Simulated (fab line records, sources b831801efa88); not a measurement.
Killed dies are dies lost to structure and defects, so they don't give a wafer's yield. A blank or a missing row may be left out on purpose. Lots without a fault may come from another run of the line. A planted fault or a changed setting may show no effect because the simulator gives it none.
Chamber matching | flow gf180mcu | GF_STI_ETCH_14 on rie_si-02: 4 sister chambers
The step etches Si in HBr/Cl2/O2, target depth 360 nm, time 102.9 s. 16 wafers are shown with their chamber, then 8 later ones without.

WAFERS WITH THEIR CHAMBER
wafer  | chamber | drypump_motor_current_A (A) | throttle_valve_pct (%) | oes_product_au (a.u.)
L699.1 | 0       | 6.4                         | 25.659                 | 0.996
L699.5 | 0       | 6.4                         | 25.663                 | 0.997
L699.6 | 1       | 6.4                         | 25.663                 | 0.994
L700.4 | 0       | 6.4                         | 25.649                 | 1.016
L700.5 | 1       | 6.4                         | 25.670                 | 0.984
L700.6 | 3       | 6.1                         | 25.657                 | 1.002
L701.2 | 0       | 6.4                         | 25.665                 | 1.007
L701.3 | 1       | 6.4                         | 25.661                 | 0.990
L701.5 | 0       | 6.4                         | 25.645                 | 0.999
L705.2 | 0       | 6.5                         | 25.648                 | 1.015
L705.5 | 2       | 5.5                         | 25.656                 | 1.009
L705.6 | 1       | 6.4                         | 25.668                 | 1.000
L707.1 | 1       | 6.4                         | 25.658                 | 1.011
L707.2 | 2       | 5.5                         | 25.668                 | 0.996
L707.5 | 2       | 5.5                         | 25.661                 | 1.000
L715.2 | 1       | 6.4                         | 25.664                 | 0.996

SIGNATURES (means of the wafers above)
reading                 | chamber 0 | chamber 1 | chamber 2 | chamber 3 | scatter within a chamber
drypump_motor_current_A | 6.417     | 6.400     | 5.500     | 6.100     | 0.0264
throttle_valve_pct      | 25.65483  | 25.66400  | 25.66167  | 25.65700  | 0.00668
oes_product_au          | 1.00500   | 0.99583   | 1.00167   | 1.00200   | 0.00875
Rule: a wafer's distance from a chamber is the root of the sum, over the readings, of the square of ((its reading less the chamber's mean) divided by the reading's scatter). The wafer belongs to the nearest chamber; if the next one is less than 2 further off, it can't be placed. The scatter: the root of (the sum of the squares of (reading less its chamber's mean) over the shown wafers, divided by (wafers less chambers)).

WAFERS WITHOUT THEIR CHAMBER
wafer  | drypump_motor_current_A (A) | throttle_valve_pct (%) | oes_product_au (a.u.)
L715.4 | 6.4                         | 25.661                 | 1.005
L715.5 | 5.5                         | 25.667                 | 0.995
L716.3 | 6.1                         | 25.649                 | 0.991
L716.4 | 5.5                         | 25.642                 | 0.994
L716.6 | 6.1                         | 25.656                 | 1.001
L722.1 | 6.1                         | 25.651                 | 1.000
L722.5 | 6.4                         | 25.667                 | 1.001
L722.6 | 6.5                         | 25.661                 | 1.006

WHICH CHAMBER EACH WENT THROUGH
wafer  | from the rows above     | in truth
L715.4 | can't be placed: 0 or 1 | 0
L715.5 | 2                       | 2
L716.3 | 3                       | 3
L716.4 | 2                       | 2
L716.6 | 3                       | 3
L722.1 | 3                       | 3
L722.5 | can't be placed: 1 or 0 | 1
L722.6 | can't be placed: 0 or 1 | 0
Placed correctly: 5 of 8. Can't be placed from these rows: 3 (the true chamber is among the candidates in 3). Placed wrongly: 0.
